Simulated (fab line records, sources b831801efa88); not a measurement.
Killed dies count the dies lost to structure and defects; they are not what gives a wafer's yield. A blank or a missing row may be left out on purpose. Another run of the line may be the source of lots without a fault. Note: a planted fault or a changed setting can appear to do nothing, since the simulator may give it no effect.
Chamber matching || flow sky130 || 4 sister chambers for SKY_FIELD_ISO_ETCH_17 on rie-si-01
The step etches Si in HBr/Cl2/O2, target depth 342 nm, time 97.7 s. 4 wafers are shown with their chamber, then 12 later ones without.

## WAFERS, EACH WITH ITS CHAMBER
{"wafer": "L084.1", "chamber": 2, "drypump-motor-current-A (A)": 4.9}
{"wafer": "L084.6", "chamber": 0, "drypump-motor-current-A (A)": 5.8}
{"wafer": "L087.2", "chamber": 3, "drypump-motor-current-A (A)": 6.6}
{"wafer": "L087.5", "chamber": 1, "drypump-motor-current-A (A)": 5.7}

## WAFERS WITHOUT THEIR CHAMBER
{"wafer": "L088.1", "drypump-motor-current-A (A)": 5.7}
{"wafer": "L088.2", "drypump-motor-current-A (A)": 6.6}
{"wafer": "L088.4", "drypump-motor-current-A (A)": 4.9}
{"wafer": "L089.2", "drypump-motor-current-A (A)": 5.7}
{"wafer": "L089.5", "drypump-motor-current-A (A)": 6.6}
{"wafer": "L089.6", "drypump-motor-current-A (A)": 4.8}
{"wafer": "L094.1", "drypump-motor-current-A (A)": 5.8}
{"wafer": "L094.3", "drypump-motor-current-A (A)": 5.7}
{"wafer": "L094.6", "drypump-motor-current-A (A)": 6.6}
{"wafer": "L096.3", "drypump-motor-current-A (A)": 5.7}
{"wafer": "L096.5", "drypump-motor-current-A (A)": 5.7}
{"wafer": "L096.6", "drypump-motor-current-A (A)": 4.9}

## EACH ONE'S CHAMBER
{"wafer": "L088.1", "from the rows above": 1, "in truth": 1}
{"wafer": "L088.2", "from the rows above": 3, "in truth": 3}
{"wafer": "L088.4", "from the rows above": 2, "in truth": 2}
{"wafer": "L089.2", "from the rows above": 1, "in truth": 1}
{"wafer": "L089.5", "from the rows above": 3, "in truth": 3}
{"wafer": "L089.6", "from the rows above": 2, "in truth": 2}
{"wafer": "L094.1", "from the rows above": 0, "in truth": 0}
{"wafer": "L094.3", "from the rows above": 1, "in truth": 1}
{"wafer": "L094.6", "from the rows above": 3, "in truth": 3}
{"wafer": "L096.3", "from the rows above": 1, "in truth": 1}
{"wafer": "L096.5", "from the rows above": 1, "in truth": 1}
{"wafer": "L096.6", "from the rows above": 2, "in truth": 2}
Placed correctly: 12 of 12. Can't be placed from these rows: 0. Number placed wrongly: 0.
How it was worked out, from the rows above alone: a wafer's distance from a chamber is the root of the sum, over the readings, of the square of ((its reading less the chamber's mean) divided by the reading's scatter). The wafer belongs to the nearest chamber; if the next one is less than 2 further off, it can't be placed. The mean given for a chamber averages the wafers shown for that chamber. The scatter: with one shown wafer a chamber, the root of the mean of the squares of how far each hidden wafer lies from its nearest shown one.
